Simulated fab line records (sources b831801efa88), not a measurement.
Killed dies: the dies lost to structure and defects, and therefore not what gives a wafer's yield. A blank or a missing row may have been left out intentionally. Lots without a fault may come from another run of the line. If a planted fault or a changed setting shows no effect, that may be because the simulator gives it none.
Struck lot and sound lot, side by side | flow sky130 | 22 out of 708 route steps
Sound: wafers L351.1, L351.2, L351.4. Wafers struck: L346.1, L346.2, L346.4. At the end, the cause is stated.
Each step with rows lists, per side, the tool, then ch with its chambers, then its first start. Under that, the readings that differ: sound wafers | struck wafers | difference of the means | sigmas: that difference in standard deviations of wafers without a fault.
alike: readings with means less than 2 such deviations apart, plus words and numbers identical on both sides. not compared: withheld readings, readings lacking a value on some wafer, bounds such as >300 that could conceal the same value, and numbers that have no deviation in the record and whose values overlap.
A row with sigmas, a row that says differs or no value, or rows on one side alone: a step with any of these is where the two part. Numbers that have no deviation but don't overlap get no sigmas and don't part them. Lack of a reading on every wafer of one side parts them only where that side has two or more wafers.

first, 7 steps without rows for these wafers: SKY_FIELD_ISO_HMDS_06 (prime time 60 s); SKY_FIELD_ISO_COAT_07 (resist thk 60 nm); SKY_FIELD_ISO_COAT_08 (resist thk 450 nm); SKY_FIELD_ISO_SOFTBAKE_09 (time 90 s); SKY_FIELD_ISO_EXPOSE_10 (exposes mask FOM, target cd 150 nm); SKY_FIELD_ISO_PEB_11; SKY_FIELD_ISO_DEVELOP_12 (develop time 60 s).
SKY_FIELD_ISO_CD_MEAS_13: target cd 150 nm.
  struck on cd_sem-02, day 3 12:52; sound on cd_sem-01, day 4 14:40
  alike: cd_nm
SKY_FIELD_ISO_ETCH_14: etches BARC in N2/H2, stops on SiO2, time 45.9 s, target depth 60 nm.
  sound on rie_diel-02 ch 0,2,3, day 4 14:47; struck on rie_diel-01 ch 2,3, day 3 12:59
  alike: bias_w, chamber_pressure_mTorr, drypump_motor_current_A, oes_product_au, throttle_valve_pct
  not compared: rf_hours_counter_h
SKY_FIELD_ISO_ETCH_15: etches the open film in CHF3/O2, stops on Si, target depth 180 nm, time 72 s.
  sound on rie_diel-02 ch 0,2,3, day 4 14:49; struck on rie_diel-01 ch 2,3, day 3 13:01
  alike: O2_flow_sccm, bias_w, drypump_motor_current_A, oes_product_au, throttle_valve_pct
  not compared: rf_hours_counter_h
SKY_FIELD_ISO_STRIP_16: strips in O2/N2.
  sound on plasma_asher-03 ch 0,1, day 4 14:53; struck on plasma_asher-02 ch 0,1, day 3 13:05
  alike: drypump_motor_current_A, oes_product_au, strip_time_to_endpoint_s
  not compared: rf_hours_counter_h
SKY_FIELD_ISO_ETCH_17: etches Si in HBr/Cl2/O2, target depth 342 nm, time 97.7 s.
  sound on rie_si-02 ch 0,2,3, day 4 14:59; struck on rie_si-02 ch 2,3, day 3 13:11
  alike: HBr_flow_sccm, O2_flow_sccm, drypump_motor_current_A, he_backside_leak_sccm, oes_product_au, throttle_valve_pct
  not compared: rf_hours_counter_h
SKY_FIELD_ISO_WET_ETCH_18: etches Si3N4 in H3PO4, target depth 25 nm, time 286 s.
  sound on wet_bench-03 ch 2, day 4 15:03; struck on wet_bench-02 ch 3, day 3 13:15
  no value came back on the struck wafers for bath_guard_temp_C (C), bath_heat_duty_pct (%); on the sound wafers bath_guard_temp_C (C) reads 160.1 160.2 160.1
  reading                                     | sound             | struck          | difference | sigmas
  model.Si3N4_of_FIELD_ISO_CVD_03.thk_nm (nm) | 124.7 125.6 124.3 | 151.3 150.3 151 | +26.0      |
then, 6 steps without rows for these wafers: SKY_FIELD_ISO_CLEAN_19 (cleans in SC1/SC2, time 150 s); SKY_FIELD_ISO_CLEAN_20 (cleans in dHF, time 19.37 s); SKY_FIELD_ISO_WET_ETCH_21 (etches SiO2 in dHF, target depth 20 nm, time 400 s); SKY_FIELD_ISO_OXIDATION_22 (stabilise 600 s, purge 300 s, target thk 10 nm); SKY_FIELD_ISO_CVD_24 (deposits SiO2, target thk 595 nm, time 99.2 s); SKY_FIELD_ISO_ANNEAL_26 (time 1800 s).
SKY_FIELD_ISO_CMP_27: polishes, stops on Si3N4, t overpolish 16 s, target thk 457.8 nm.
  sound on cmp-01 ch 1,2,3, day 4 19:04; struck on cmp-01 ch 0,1,3, day 3 19:38
  alike: motor_current_A
SKY_FIELD_ISO_WET_ETCH_28: etches SiO2 in dHF, target depth 23.7 nm, time 47 s.
  sound on wet_bench-03 ch 2, day 4 19:22; struck on wet_bench-03 ch 3, day 3 19:53
  reading                                     | sound             | struck          | difference | sigmas
  model.Si3N4_of_FIELD_ISO_CVD_03.thk_nm (nm) | 118.9 119.7 118.4 | 145.3 144.4 145 | +25.9      |
  alike: bath_heat_duty_pct, run_length_s
then, 1 step without rows for these wafers: SKY_FIELD_ISO_WET_ETCH_29 (etches Si3N4 in H3PO4, target depth 160 nm, time 1825 s).

== WHERE THEY PART ==
Only at SKY_FIELD_ISO_WET_ETCH_18, within this record. Later steps at which nothing parts them and some readings are alike: SKY_FIELD_ISO_CMP_27, SKY_FIELD_ISO_WET_ETCH_28.

WHY: whatever the simulator had introduced
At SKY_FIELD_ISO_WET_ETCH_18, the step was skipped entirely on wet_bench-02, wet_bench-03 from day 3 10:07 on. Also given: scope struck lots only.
